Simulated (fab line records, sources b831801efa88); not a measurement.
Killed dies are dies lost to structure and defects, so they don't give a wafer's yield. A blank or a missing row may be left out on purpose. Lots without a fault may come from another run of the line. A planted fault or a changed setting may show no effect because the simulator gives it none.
Which tool did it? | flow gf180mcu | 14 lots, 42 wafers sampled, at 2 steps of a route of 602

WHAT THE GAUGES READ, wafer by wafer
GF_NWELL_TW_MEAS_11.
lot  | measured    | on            | NWELL_TW
L228 | day 3 19:23 | film_metro-03 | 1550 1546 1564
L231 | day 4 09:48 | film_metro-03 | 1567 1574 1571
L232 | day 4 14:24 | film_metro-03 | 1566 1564 1571
L234 | day 5 05:56 | film_metro-01 | 1569 1584 1567
L235 | day 5 06:42 | film_metro-03 | 1576 1576 1574
L236 | day 5 10:37 | film_metro-04 | 1605 1599 1597
L240 | day 6 07:16 | film_metro-01 | 1589 1599 1592
L242 | day 6 19:05 | film_metro-04 | 1589 1597 1601
L243 | day 7 01:12 | film_metro-04 | 1591 1595 1588
L244 | day 7 04:51 | film_metro-03 | 1567 1573 1573
L245 | day 7 12:04 | film_metro-03 | 1572 1577 1571
L247 | day 8 00:11 | film_metro-04 | 1588 1590 1591
L248 | day 8 04:37 | film_metro-01 | 1588 1590 1586
L250 | day 8 18:29 | film_metro-03 | 1566 1568 1570

GF_VT_IMPLANT_OVL_MEAS_07.
lot  | measured     | on         | VT_IMPLANT_OVL (nm)
L228 | day 6 05:29  | overlay-02 | -1.6 0.7 -1.0
L231 | day 6 22:40  | overlay-01 | -0.1 -0.5 -0.7
L232 | day 7 02:23  | overlay-01 | 0.2 2.6 0.5
L234 | day 7 21:34  | overlay-02 | 0.0 0.4 -0.8
L235 | day 7 21:46  | overlay-01 | -0.1 1.9 0.6
L236 | day 8 00:26  | overlay-02 | 2.1 0.5 2.2
L240 | day 9 01:36  | overlay-01 | 0.2 0.1 0.9
L242 | day 9 11:44  | overlay-02 | 0.2 0.5 0.3
L243 | day 9 21:22  | overlay-01 | -0.2 -2.4 0.4
L244 | day 10 01:22 | overlay-01 | -0.3 -1.0 -0.8
L245 | day 10 09:15 | overlay-02 | -1.2 -1.2 -0.6
L247 | day 10 23:37 | overlay-02 | 1.0 0.7 0.1
L248 | day 11 04:34 | overlay-02 | -1.4 -3.5 -1.5
L250 | day 11 20:07 | overlay-01 | -0.7 -2.0 -0.8

WHICH TOOL RAN EACH LOT (tool, then ch and the chambers of the sampled wafers, then the start)
The record holds no process step before these readings.

WHAT THE TOOLS THEMSELVES READ (means of the sampled wafers that have a number; where no wafer has one, the mark that the record gives instead)
The record holds no such reading with a usual standard deviation.

THE ANSWER, worked out from the rows above alone
Rule: what is usual is taken from the lots themselves. Put in order of their means at a reading, lots are off if they are a third of the lots or fewer, leave a main group of 4 or more, and stand apart from it by a gap of 3 or more times the standard deviation of the main group's means; of several such gaps the widest counts. A main group whose means are all the same, to the digits that the tables above print for the reading, isn't used. A lot without any number at a reading at which 4 lots or more have one is off too. The other lots that the step has rows for count as sound. The gauges are gone through in route order, then the tools' own readings, and for those a lot's mean is taken as printed above. The first step at which some lot is off is used, and at that step the reading that is off furthest; a lot without a number counts as furthest.
No lot is off at any reading shown: from this, nothing can be told.

WHAT THE SIMULATOR HAD PUT IN
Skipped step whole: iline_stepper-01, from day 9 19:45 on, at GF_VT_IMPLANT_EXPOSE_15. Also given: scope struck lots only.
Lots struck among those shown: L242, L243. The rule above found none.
